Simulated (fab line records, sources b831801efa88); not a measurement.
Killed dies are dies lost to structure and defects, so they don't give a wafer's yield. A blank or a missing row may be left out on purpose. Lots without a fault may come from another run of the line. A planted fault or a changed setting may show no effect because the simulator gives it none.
Which tool did it? | flow sky130 | 12 lots, 36 wafers sampled, at 2 steps of a route of 708

WHAT THE GAUGES READ, wafer by wafer
SKY_VIA1_RS_MEAS_22: measures by four-point-probe.
lot  | measured     | on            | VIA1_W_RS (ohm/sq)
L075 | day 34 07:52 | film_metro-03 | 0.425 0.425 0.426
L077 | day 34 20:58 | film_metro-03 | 0.428 0.425 0.427
L079 | day 35 19:23 | film_metro-03 | 0.421 0.423 0.421
L081 | day 36 11:22 | film_metro-02 | 0.434 0.429 0.429
L083 | day 36 18:08 | film_metro-02 | 0.425 0.421 0.425
L085 | day 37 12:34 | film_metro-02 | 0.425 0.425 0.419
L087 | day 38 03:24 | film_metro-03 | 0.426 0.422 0.427
L089 | day 38 15:32 | film_metro-02 | 0.428 0.424 0.421
L091 | day 39 14:58 | film_metro-02 | 0.427 0.429 0.428
L093 | day 40 02:19 | film_metro-03 | 0.423 0.429 0.426
L095 | day 40 05:59 | film_metro-02 | 0.431 0.437 0.430
L097 | day 40 15:23 | film_metro-04 | 0.426 0.418 0.420

WHICH TOOL RAN EACH LOT (tool, then ch and the chambers of the sampled wafers, then the start)
lot  | SKY_METAL1_SPUTTER_03
L075 | pvd_sputter-01, day 32 00:33
L077 | pvd_sputter-01, day 32 14:20
L079 | pvd_sputter-02, day 33 13:17
L081 | pvd_sputter-02, day 34 04:52
L083 | pvd_sputter-02, day 34 11:25
L085 | pvd_sputter-02, day 35 06:29
L087 | pvd_sputter-04, day 35 21:15
L089 | pvd_sputter-04, day 36 11:05
L091 | pvd_sputter-02, day 37 10:11
L093 | pvd_sputter-02, day 37 20:59
L095 | pvd_sputter-01, day 38 01:25
L097 | pvd_sputter-04, day 38 12:34
- SKY_METAL1_SPUTTER_03: material Ti, target thk 5 nm, time 3.3 s.

THE ANSWER, worked out from the rows above alone
Rule: what is usual is taken from the lots themselves. Put in order of their means at a reading, lots are off if they are a third of the lots or fewer, leave a main group of 4 or more, and stand apart from it by a gap of 3 or more times the standard deviation of the main group's means; of several such gaps the widest counts. A main group whose means are all the same, to the digits that the tables above print for the reading, isn't used. A lot without any number at a reading at which 4 lots or more have one is off too. The other lots that the step has rows for count as sound.
No lot is off at any reading shown: from this, nothing can be told.

WHAT THE SIMULATOR HAD PUT IN
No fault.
